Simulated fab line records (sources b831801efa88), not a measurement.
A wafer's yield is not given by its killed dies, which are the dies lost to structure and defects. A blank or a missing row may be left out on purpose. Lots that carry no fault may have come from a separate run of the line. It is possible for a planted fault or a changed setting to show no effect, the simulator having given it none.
fab line records    flow gf180mcu
record: lots: 5  wafers: 15  last_day: 34
route steps=602 shown V1@342 M2@362
lots that met no fault: taken from a fault-free run of the same line
start_h: start of the lot's first displayed wafer, in hours after the record's first day    wait_h: hours elapsed since this lot's preceding step    " repeats the value in the row above    L1.1+2: several wafers, shown together as one row    - value missing, or start not given    * or withheld: withheld    < > ~ a bound
route shown NAME@n: a module of which the file shows steps, and the number in the route of the first    usual: average and standard deviation across the fault-free wafers    same: alike in all rows    chamber/n: place in a boat    sites: per-site readings    _std_site: how widely they spread, as a standard deviation    _edge_site: outer sites' mean less inner sites'    radius_mm: how far each site lies from the wafer's centre    mask NAME#n: copy n    behind: the last tool/chamber to shape the wafer    hold: the reason the lot was held/the length of the hold in hours/how it ended    device: which transistor (n, p or np) failed to switch    end of line: at the end of the route, the tests of the same wafers    a step given without rows: its recipe and nothing more    killed: not the wafer's yield, but the dies lost to structure and defects at the first sort    map: a wafer's dies, marking killed ones x, the rest . and places with no die _
set.NAME: setting as actually run; set.NAME@STEP: the setting as run at that earlier step    model.NAME: the simulator's own value behind a step, which no gauge read
a table for each step, a row for each wafer; lots at some steps of the route
services: a tool's chamber out of use, with start hour (start_h, from the record's first day; less than 0 if before it), hours out, and reason
== steps ==
step: GF_V1_HMDS_07
recipe: prime_time_s: 60  prime_temp_c: 120
usual: prime_temp_c: 120.00/0.14
lot.wafer  tool            chamber  start_h  wait_h  prime_temp_c
L082.2     litho_track-03  0        472.48   0.1     119.82
L082.3     "               0        "        "       119.94
L082.6     "               0        "        "       119.98
L084.2     litho_track-03  0        495.18   0.1     120.00
L084.3     "               0        "        "       119.78
L084.5     "               0        "        "       119.97
L086.1     litho_track-03  0        510.60   0.1     119.87
L086.2     "               0        "        "       119.97
L086.3     "               0        "        "       120.00
L096.2     litho_track-03  0        585.28   0.1     120.07
L096.3     "               0        "        "       119.89
L096.4     "               0        "        "       119.85
L097.1     litho_track-03  0        595.30   0.1     120.07
L097.3     "               0        "        "       120.08
L097.5     "               0        "        "       120.13
step: GF_V1_COAT_08
recipe: resist: BARC  temp_c: withheld  time_s: withheld  spin_rpm: withheld  resist_thk_nm: withheld
lot.wafer   tool            chamber  start_h  wait_h
L082.2+3+6  litho_track-03  0        472.63   0.1
L084.2+3+5  litho_track-03  0        495.33   0.1
L086.1+2+3  litho_track-03  0        510.75   0.1
L096.2+3+4  litho_track-03  0        585.43   0.1
L097.1+3+5  litho_track-03  0        595.45   0.1
step: GF_V1_COAT_09
recipe: resist: KrF  spin_rpm: withheld  resist_thk_nm: 1000
lot.wafer   tool            chamber  start_h  wait_h
L082.2+3+6  litho_track-03  0        -        -
L084.2+3+5  litho_track-03  0        -        -
L086.1+2+3  litho_track-03  0        -        -
L096.2+3+4  litho_track-03  0        -        -
L097.1+3+5  litho_track-03  0        -        -
step: GF_V1_SOFTBAKE_10
recipe: temp_c: 130  time_s: 60  resist: KrF
usual: heater_power_total_W: 93.05/0.059
lot.wafer  tool            chamber  start_h  wait_h  heater_power_total_W
L082.2     litho_track-03  0        -        -       93.12
L082.3     "               0        "        "       93.04
L082.6     "               0        "        "       93.04
L084.2     litho_track-03  0        -        -       93.09
L084.3     "               0        "        "       93.05
L084.5     "               0        "        "       93.05
L086.1     litho_track-03  0        -        -       93.00
L086.2     "               0        "        "       93.07
L086.3     "               0        "        "       93.06
L096.2     litho_track-03  0        -        -       93.06
L096.3     "               0        "        "       92.93
L096.4     "               0        "        "       93.08
L097.1     litho_track-03  0        -        -       93.05
L097.3     "               0        "        "       92.96
L097.5     "               0        "        "       92.96
step: GF_V1_EXPOSE_11
recipe: mask_id: Via1  target_cd_nm: 260  na: 0.68  source_shape: conventional  sigma_outer: 0.6  dose_mj: 38
lot.wafer   tool            chamber  start_h  wait_h  mask
L082.2+3+6  krf_scanner-02  0        -        -       Via1#0
L084.2+3+5  krf_scanner-02  0        -        -       Via1#0
L086.1+2+3  krf_scanner-01  0        -        -       Via1#0
L096.2+3+4  krf_scanner-01  0        -        -       Via1#0
L097.1+3+5  krf_scanner-01  0        -        -       Via1#0
step: GF_V1_PEB_12
recipe: peb_temp_c: 135  peb_time_s: 90  resist: KrF
usual: heater_power_total_W: 85.70/0.082
lot.wafer  tool            chamber  start_h  wait_h  heater_power_total_W
L082.2     litho_track-04  0        -        -       85.60
L082.3     "               0        "        "       85.79
L082.6     "               0        "        "       85.70
L084.2     litho_track-02  0        -        -       85.67
L084.3     "               0        "        "       85.68
L084.5     "               0        "        "       85.76
L086.1     litho_track-02  0        -        -       85.70
L086.2     "               0        "        "       85.66
L086.3     "               0        "        "       85.64
L096.2     litho_track-02  0        -        -       85.63
L096.3     "               0        "        "       85.76
L096.4     "               0        "        "       85.65
L097.1     litho_track-04  0        -        -       85.61
L097.3     "               0        "        "       85.80
L097.5     "               0        "        "       85.61
step: GF_V1_DEVELOP_13
recipe: develop_time_s: 60  resist: KrF  dev_temp_c: 21
lot.wafer   tool            chamber  start_h  wait_h
L082.2+3+6  litho_track-04  0        484.74   0.2
L084.2+3+5  litho_track-02  0        507.72   0.2
L086.1+2+3  litho_track-02  0        522.70   0.2
L096.2+3+4  litho_track-02  0        596.17   0.2
L097.1+3+5  litho_track-04  0        605.67   0.2
step: GF_V1_CD_MEAS_14
recipe: target_cd_nm: 260
usual: cd_nm: 259.8/1.1
lot.wafer  tool       chamber  start_h  wait_h  cd_nm
L082.2     cd_sem-02  -        484.89   0.1     260.3
L082.3     "          -        "        "       259.7
L082.6     "          -        "        "       260.2
L084.2     cd_sem-01  -        507.87   0.1     260.2
L084.3     "          -        "        "       260.1
L084.5     "          -        "        "       260.3
L086.1     cd_sem-01  -        522.85   0.1     260.5
L086.2     "          -        "        "       261.1
L086.3     "          -        "        "       260.4
L096.2     cd_sem-02  -        596.32   0.1     260.4
L096.3     "          -        "        "       261.1
L096.4     "          -        "        "       260.7
L097.1     cd_sem-01  -        605.82   0.1     259.4
L097.3     "          -        "        "       259.1
L097.5     "          -        "        "       259.2
step: GF_V1_OVL_MEAS_15
usual: V1_OVL: 3/4.8
lot.wafer  tool        chamber  start_h  wait_h  V1_OVL[nm]
L082.2     overlay-01  -        484.99   0.1     -2
L082.3     "           -        "        "       -1
L082.6     "           -        "        "       2
L084.2     overlay-02  -        507.97   0.1     2
L084.3     "           -        "        "       3
L084.5     "           -        "        "       6
L086.1     overlay-02  -        522.97   0.1     0
L086.2     "           -        "        "       -9
L086.3     "           -        "        "       -2
L096.2     overlay-02  -        596.42   0.1     0
L096.3     "           -        "        "       -9
L096.4     "           -        "        "       2
L097.1     overlay-02  -        605.94   0.1     5
L097.3     "           -        "        "       5
L097.5     "           -        "        "       0
step: GF_V1_ETCH_16
recipe: chemistry: N2/H2  target_depth_a: withheld  overetch_a: withheld  time_s: withheld  target: BARC  ion_energy_ev: 200  source_w: 500  bias_w: 100  pressure_mtorr: 30  n2_flow_sccm: 100  h2_flow_sccm: 200
usual: drypump_motor_current_A: 5.71/0.25  oes_product_au: 0.855/0.0044  rf_fwd_power_W: 494.5/2.2  throttle_valve_pct: 13.226/0.0089
lot.wafer  tool         chamber  start_h  wait_h  drypump_motor_current_A  oes_product_au  rf_fwd_power_W  throttle_valve_pct
L082.2     rie_diel-03  2        485.02   0.0     6.04                     0.857           496.6           13.220
L082.3     "            1        "        "       5.38                     0.860           492.1           13.226
L082.6     "            1        "        "       5.35                     0.849           494.8           13.224
L084.2     rie_diel-03  2        508.00   0.0     6.00                     0.847           494.9           13.224
L084.3     "            1        "        "       5.36                     0.849           494.8           13.219
L084.5     "            1        "        "       5.36                     0.858           496.8           13.225
L086.1     rie_diel-03  3        523.00   0.0     5.97                     0.857           495.4           13.218
L086.2     "            0        "        "       5.62                     0.855           493.8           13.232
L086.3     "            1        "        "       5.38                     0.860           494.3           13.212
L096.2     rie_diel-04  0        596.45   0.0     5.29                     0.859           498.1           13.217
L096.3     "            1        "        "       5.99                     0.853           495.1           13.230
L096.4     "            2        "        "       5.45                     0.848           495.3           13.226
L097.1     rie_diel-04  0        605.97   0.0     5.29                     0.853           496.3           13.207
L097.3     "            2        "        "       5.40                     0.854           494.5           13.235
L097.5     "            2        "        "       5.40                     0.853           494.8           13.227
step: GF_V1_ETCH_17
recipe: chemistry: C4F8/O2/Ar  mask_material: KrF  target: SiO2  stop_on: TiN  source_w: 1500  bias_w: 1200  pressure_mtorr: 40  c4f8_flow_sccm: withheld  O2_flow_sccm: 6  Ar_flow_sccm: 300  time_s: withheld  target_depth_a: 6300
usual: oes_product_au: 0.855/0.0049  rf_fwd_power_W: 1492/5.2
lot.wafer  tool         chamber  start_h  wait_h  oes_product_au  rf_fwd_power_W
L082.2     rie_diel-03  2        -        -       0.856           1500
L082.3     "            1        "        "       0.854           1490
L082.6     "            1        "        "       0.857           1496
L084.2     rie_diel-03  2        -        -       0.854           1499
L084.3     "            1        "        "       0.851           1485
L084.5     "            1        "        "       0.865           1485
L086.1     rie_diel-03  3        -        -       0.862           1488
L086.2     "            0        "        "       0.852           1496
L086.3     "            1        "        "       0.856           1489
L096.2     rie_diel-04  0        -        -       0.844           1497
L096.3     "            1        "        "       0.849           1503
L096.4     "            2        "        "       0.854           1498
L097.1     rie_diel-04  0        -        -       0.851           1483
L097.3     "            2        "        "       0.853           1500
L097.5     "            2        "        "       0.856           1493
step: GF_V1_STRIP_18
recipe: chemistry: O2/N2  power_w: 1400  pressure_mtorr: 1500  platen_temp_c: 250  o2_flow_sccm: 3000  n2_flow_sccm: 300  overash_fraction: 0.5
usual: drypump_motor_current_A: 5.87/0.27  heater_power_w: 294/21  oes_product_au: 0.592/0.005
lot.wafer  tool             chamber  start_h  wait_h  drypump_motor_current_A  heater_power_w  oes_product_au  rf_hours_counter_h
L082.2     plasma_asher-02  1        485.15   -       5.55                     292             0.593           6
L082.3     "                1        "        "       5.51                     300             0.591           -
L082.6     "                0        "        "       6.11                     286             0.590           -
L084.2     plasma_asher-02  0        508.13   -       6.15                     278             0.593           8
L084.3     "                1        "        "       5.53                     294             0.595           -
L084.5     "                0        "        "       6.10                     278             0.594           -
L086.1     plasma_asher-03  0        523.13   -       5.97                     305             0.596           86
L086.2     "                1        "        "       6.01                     278             0.587           86
L086.3     "                0        "        "       5.94                     312             0.592           -
L096.2     plasma_asher-03  1        596.58   -       6.02                     273             0.587           93
L096.3     "                1        "        "       6.03                     275             0.587           -
L096.4     "                0        "        "       5.99                     315             0.588           -
L097.1     plasma_asher-04  1        606.10   -       5.08                     253             0.586           50
L097.3     "                0        "        "       5.69                     342             0.595           -
L097.5     "                1        "        "       5.10                     246             0.594           -
step: GF_V1_STRIP_19
recipe: chemistry: post_etch_residue_remover  time_s: 1200  temp_c: 72.5
lot.wafer   tool          chamber  start_h  wait_h
L082.2+3+6  wet_bench-02  3        485.25   0.1
L084.2+3+5  wet_bench-03  2        508.23   0.1
L086.1+2+3  wet_bench-02  2        523.23   0.1
L096.2+3+4  wet_bench-02  2        596.68   0.1
L097.1+3+5  wet_bench-02  0        606.20   0.1
step: GF_V1_CLEAN_20
recipe: chemistry: DIW  dry: n2_spin
lot.wafer   tool          chamber  start_h  wait_h
L082.2+3+6  wet_bench-03  0        485.70   0.0
L084.2+3+5  wet_bench-02  3        508.60   0.0
L086.1+2+3  wet_bench-01  1        523.57   0.0
L096.2+3+4  wet_bench-01  0        597.05   0.0
L097.1+3+5  wet_bench-03  2        606.61   0.0
step: GF_V1_SPUTTER_21
recipe: material: Ti  target_thk_nm: 15  chamber_pressure_pa: 5  power_w: 2500  substrate_temp_c: 200  time_s: 80.02
usual: substrate_temp_c: 200.02/0.15  throttle_valve_pct: 30.2/0.97
lot.wafer  tool            chamber  start_h  wait_h  substrate_temp_c  throttle_valve_pct
L082.2     pvd_sputter-02  -        485.80   0.0     200.06            31.2
L082.3     "               -        "        "       200.22            31.6
L082.6     "               -        "        "       200.09            31.4
L084.2     pvd_sputter-03  -        508.70   0.0     200.10            31.8
L084.3     "               -        "        "       200.09            30.9
L084.5     "               -        "        "       200.07            30.0
L086.1     pvd_sputter-02  -        523.66   0.0     200.19            31.5
L086.2     "               -        "        "       200.39            28.6
L086.3     "               -        "        "       199.86            30.3
L096.2     pvd_sputter-04  -        597.14   0.0     200.14            29.0
L096.3     "               -        "        "       199.73            28.7
L096.4     "               -        "        "       199.98            29.8
L097.1     pvd_sputter-03  -        606.71   0.0     200.14            31.7
L097.3     "               -        "        "       200.15            29.8
L097.5     "               -        "        "       200.08            31.6
step: GF_V1_SPUTTER_22
recipe: material: TiN  target_thk_nm: 10  chamber_pressure_pa: 5  power_w: 4000  time_s: 40
usual: throttle_valve_pct: 30.2/0.98
lot.wafer  tool            chamber  start_h  wait_h  throttle_valve_pct
L082.2     pvd_sputter-02  -        485.86   0.0     31.4
L082.3     "               -        "        "       31.3
L082.6     "               -        "        "       31.4
L084.2     pvd_sputter-03  -        508.77   0.0     31.6
L084.3     "               -        "        "       30.9
L084.5     "               -        "        "       29.8
L086.1     pvd_sputter-02  -        523.73   0.0     31.4
L086.2     "               -        "        "       28.6
L086.3     "               -        "        "       30.4
L096.2     pvd_sputter-04  -        597.21   0.0     29.1
L096.3     "               -        "        "       28.9
L096.4     "               -        "        "       30.1
L097.1     pvd_sputter-03  -        606.77   0.0     31.6
L097.3     "               -        "        "       29.8
L097.5     "               -        "        "       31.7
step: GF_V1_CVD_23
recipe: material: W  target_thk_nm: 350  time_s: 105.05  temp_c: 400  pressure_torr: 40
usual: heater_power_w: 782/37
lot.wafer  tool      chamber  start_h  wait_h  heater_power_w  since_wet_clean_h
L082.2     cvd_w-02  1        485.90   0.0     798             82
L082.3     "         1        "        "       809             -
L082.6     "         1        "        "       788             -
L084.2     cvd_w-02  1        508.80   0.0     804             105
L084.3     "         0        "        "       808             -
L084.5     "         0        "        "       781             -
L086.1     cvd_w-01  1        523.76   0.0     753             620
L086.2     "         0        "        "       719             620
L086.3     "         0        "        "       721             -
L096.2     cvd_w-02  1        597.24   0.0     822             193
L096.3     "         0        "        "       810             -
L096.4     "         1        "        "       818             -
L097.1     cvd_w-01  0        606.81   0.0     706             703
L097.3     "         0        "        "       735             -
L097.5     "         0        "        "       721             -
step: GF_V1_RS_MEAS_24
recipe: thk_meas_gauge: four-point-probe  reads: W_of_V1_CVD_23+TiN_of_V1_SPUTTER_22+Ti_of_V1_SPUTTER_21
usual: V1_W_RS: 0.325/0.0056
lot.wafer  tool           chamber  start_h  wait_h  V1_W_RS[ohm/sq]
L082.2     film_metro-01  -        486.03   0.1     0.319
L082.3     "              -        "        "       0.313
L082.6     "              -        "        "       0.316
L084.2     film_metro-02  -        508.94   0.1     0.323
L084.3     "              -        "        "       0.324
L084.5     "              -        "        "       0.325
L086.1     film_metro-02  -        523.88   0.1     0.324
L086.2     "              -        "        "       0.331
L086.3     "              -        "        "       0.325
L096.2     film_metro-02  -        597.38   0.1     0.320
L096.3     "              -        "        "       0.322
L096.4     "              -        "        "       0.319
L097.1     film_metro-01  -        606.92   0.1     0.329
L097.3     "              -        "        "       0.327
L097.5     "              -        "        "       0.330
step: GF_V1_THK_MEAS_25
recipe: thk_meas_gauge: xrf  reads: W_of_V1_CVD_23
usual: V1_W_THK: 332/6
lot.wafer  tool           chamber  start_h  wait_h  V1_W_THK[nm]
L082.2     film_metro-01  -        486.14   0.1     333
L082.3     "              -        "        "       340
L082.6     "              -        "        "       339
L084.2     film_metro-02  -        509.05   0.1     334
L084.3     "              -        "        "       330
L084.5     "              -        "        "       331
L086.1     film_metro-02  -        524.00   0.1     331
L086.2     "              -        "        "       324
L086.3     "              -        "        "       332
L096.2     film_metro-02  -        597.49   0.1     337
L096.3     "              -        "        "       334
L096.4     "              -        "        "       339
L097.1     film_metro-01  -        607.04   0.1     325
L097.3     "              -        "        "       326
L097.5     "              -        "        "       324
step: GF_V1_CMP_26
recipe: stop_on: SiO2  down_force_psi: 3.5  platen_rpm: 60  t_overpolish_s: 15  target_thk_nm: 0  pad_velocity_m_s: 0.94248
usual: motor_current_A: 11.2/1.6  overpolish_run_s: 15.001/0.0082  time_to_endpoint_s: 82/4.4
lot.wafer  tool    chamber  start_h  wait_h  motor_current_A  overpolish_run_s  time_to_endpoint_s
L082.3     cmp-01  2        486.24   0.1     10.0             15.006            88
L082.2     "       3        "        "       8.0              14.992            90
L082.6     "       2        "        "       9.9              14.995            90
L084.3     cmp-02  3        509.10   0.0     11.1             15.002            85
L084.2     "       2        "        "       12.9             14.988            90
L084.5     "       3        "        "       10.5             14.996            86
L086.1     cmp-01  2        524.06   0.1     9.9              14.986            81
L086.3     "       3        "        "       8.2              15.008            83
L086.2     "       1        "        "       13.3             15.002            77
L096.3     cmp-01  0        597.54   0.0     10.9             15.001            83
L096.2     "       1        "        "       14.4             14.995            82
L096.4     "       3        "        "       8.1              15.003            88
L097.1     cmp-01  0        607.15   0.1     11.3             14.999            77
L097.3     "       2        "        "       8.9              15.009            83
L097.5     "       0        "        "       11.1             15.006            76
step: GF_M2_SPUTTER_00
recipe: material: Ti  target_thk_nm: 37.5  arriving_ion_energy_ev: 80  substrate_temp_c: 200  chamber_pressure_pa: 2  power_w: 4000  time_s: 150
usual: substrate_temp_c: 200.00/0.16  throttle_valve_pct: 29.9/0.9
lot.wafer  tool            chamber  start_h  wait_h  substrate_temp_c  throttle_valve_pct
L082.2     pvd_sputter-03  -        486.49   0.1     200.02            31.0
L082.3     "               -        "        "       200.38            29.6
L082.6     "               -        "        "       199.92            30.8
L084.2     pvd_sputter-03  -        509.40   0.1     199.98            31.8
L084.3     "               -        "        "       200.09            29.9
L084.5     "               -        "        "       199.79            31.0
L086.1     pvd_sputter-03  -        524.36   0.2     200.09            30.9
L086.2     "               -        "        "       200.05            30.1
L086.3     "               -        "        "       200.31            31.4
L096.2     pvd_sputter-03  -        597.84   0.2     199.86            30.5
L096.3     "               -        "        "       200.10            29.8
L096.4     "               -        "        "       200.18            29.9
L097.1     pvd_sputter-01  -        607.40   0.2     200.19            29.0
L097.3     "               -        "        "       200.00            28.3
L097.5     "               -        "        "       200.17            29.9
step: GF_M2_SPUTTER_01
recipe: material: TiN  target_thk_nm: 30  power_w: 6500  time_s: 25  chamber_pressure_pa: 0.4
usual: throttle_valve_pct: 29.9/0.91
lot.wafer  tool            chamber  start_h  wait_h  throttle_valve_pct
L082.2     pvd_sputter-03  -        486.59   0.1     30.9
L082.3     "               -        "        "       30.0
L082.6     "               -        "        "       30.9
L084.2     pvd_sputter-03  -        509.50   0.1     31.7
L084.3     "               -        "        "       29.8
L084.5     "               -        "        "       30.9
L086.1     pvd_sputter-03  -        524.46   0.1     30.6
L086.2     "               -        "        "       30.2
L086.3     "               -        "        "       31.7
L096.2     pvd_sputter-03  -        597.94   0.1     31.0
L096.3     "               -        "        "       29.8
L096.4     "               -        "        "       30.2
L097.1     pvd_sputter-01  -        607.50   0.1     29.0
L097.3     "               -        "        "       28.1
L097.5     "               -        "        "       29.8
step: GF_M2_SPUTTER_02
recipe: material: AlCu  target_thk_nm: 450  power_w: 10600  time_s: 23.9  chamber_pressure_pa: 0.4
usual: throttle_valve_pct: 29.9/0.93
lot.wafer  tool            chamber  start_h  wait_h  throttle_valve_pct
L082.2     pvd_sputter-03  -        486.62   0.0     31.1
L082.3     "               -        "        "       29.7
L082.6     "               -        "        "       30.8
L084.2     pvd_sputter-03  -        509.53   0.0     32.2
L084.3     "               -        "        "       29.7
L084.5     "               -        "        "       31.1
L086.1     pvd_sputter-03  -        524.49   0.0     30.9
L086.2     "               -        "        "       30.1
L086.3     "               -        "        "       31.9
L096.2     pvd_sputter-03  -        597.97   0.0     31.1
L096.3     "               -        "        "       29.7
L096.4     "               -        "        "       30.3
L097.1     pvd_sputter-01  -        607.53   0.0     29.0
L097.3     "               -        "        "       28.2
L097.5     "               -        "        "       29.8
step: GF_M2_SPUTTER_03
recipe: material: Ti  target_thk_nm: 10  substrate_temp_c: 300  chamber_pressure_pa: 0.3  power_w: 3000  time_s: 6.7
usual: substrate_temp_c: 299.99/0.19  throttle_valve_pct: 29.9/0.91
lot.wafer  tool            chamber  start_h  wait_h  substrate_temp_c  throttle_valve_pct
L082.2     pvd_sputter-03  -        486.65   0.0     299.74            31.1
L082.3     "               -        "        "       300.08            30.1
L082.6     "               -        "        "       300.19            30.8
L084.2     pvd_sputter-03  -        509.56   0.0     299.90            31.6
L084.3     "               -        "        "       299.73            29.7
L084.5     "               -        "        "       299.87            31.0
L086.1     pvd_sputter-03  -        524.52   0.0     299.59            31.1
L086.2     "               -        "        "       300.10            30.2
L086.3     "               -        "        "       300.08            31.8
L096.2     pvd_sputter-03  -        598.00   0.0     299.81            30.8
L096.3     "               -        "        "       300.01            29.8
L096.4     "               -        "        "       299.98            30.3
L097.1     pvd_sputter-01  -        607.56   0.0     300.22            29.2
L097.3     "               -        "        "       299.82            28.3
L097.5     "               -        "        "       300.22            29.8
step: GF_M2_SPUTTER_04
recipe: material: TiN  target_thk_nm: 50  power_w: 6500  time_s: 41.7  chamber_pressure_pa: 0.4
usual: throttle_valve_pct: 29.9/0.91
lot.wafer  tool            chamber  start_h  wait_h  throttle_valve_pct
L082.2     pvd_sputter-03  -        486.67   0.0     31.2
L082.3     "               -        "        "       30.1
L082.6     "               -        "        "       31.0
L084.2     pvd_sputter-03  -        509.58   0.0     31.6
L084.3     "               -        "        "       29.6
L084.5     "               -        "        "       30.9
L086.1     pvd_sputter-03  -        524.54   0.0     30.8
L086.2     "               -        "        "       30.3
L086.3     "               -        "        "       31.9
L096.2     pvd_sputter-03  -        598.02   0.0     30.8
L096.3     "               -        "        "       29.8
L096.4     "               -        "        "       30.3
L097.1     pvd_sputter-01  -        607.58   0.0     29.0
L097.3     "               -        "        "       28.3
L097.5     "               -        "        "       29.8
step: GF_M2_RS_MEAS_05
recipe: thk_meas_gauge: four-point-probe  reads: TiN_of_M2_SPUTTER_04+Ti_of_M2_SPUTTER_03+AlCu_of_M2_SPUTTER_02+TiN_of_M2_SPUTTER_01+Ti_of_M2_SPUTTER_00
usual: M2_ALCU_RS: 0.0693/0.0012
lot.wafer  tool           chamber  start_h  wait_h  M2_ALCU_RS[ohm/sq]
L082.2     film_metro-04  -        486.73   0.0     0.0692
L082.3     "              -        "        "       0.0690
L082.6     "              -        "        "       0.0688
L084.2     film_metro-02  -        509.64   0.0     0.0670
L084.3     "              -        "        "       0.0676
L084.5     "              -        "        "       0.0679
L086.1     film_metro-02  -        524.58   0.0     0.0677
L086.2     "              -        "        "       0.0689
L086.3     "              -        "        "       0.0671
L096.2     film_metro-04  -        598.08   0.0     0.0701
L096.3     "              -        "        "       0.0699
L096.4     "              -        "        "       0.0709
L097.1     film_metro-03  -        607.62   0.0     0.0679
L097.3     "              -        "        "       0.0693
L097.5     "              -        "        "       0.0705
== services ==
tool            chamber  start_h  hours  kind
wet_bench-03    -        449.78   6.4    repair
pvd_sputter-03  -        450.83   15.0   repair
cvd_w-02        -        457.72   5.9    repair
cmp-01          -        458.06   1.1    repair
krf_scanner-01  -        468.64   36.0   pm
rie_diel-04     3        469.21   10.2   repair
pvd_sputter-02  -        479.81   1.1    repair
rie_diel-03     3        479.83   30.1   repair
cmp-01          -        494.03   0.7    repair
krf_scanner-01  -        504.64   1.0    pm
krf_scanner-01  -        505.64   1.3    pm
krf_scanner-01  -        521.55   4.4    pm
rie_diel-03     2        521.76   3.1    repair
krf_scanner-01  -        527.98   3.9    repair
rie_diel-03     2        528.34   2.1    repair
krf_scanner-01  -        531.91   0.8    pm
rie_diel-04     0        546.44   2.9    repair
rie_diel-03     2        551.29   23.3   repair
cmp-01          -        554.73   2.9    repair
cvd_w-02        0        562.86   12.7   repair
pvd_sputter-01  -        569.74   3.5    repair
cmp-01          -        572.00   4.0    pm
cmp-01          -        576.78   4.4    pm
krf_scanner-01  -        603.86   0.9    repair
== key ==
fault none
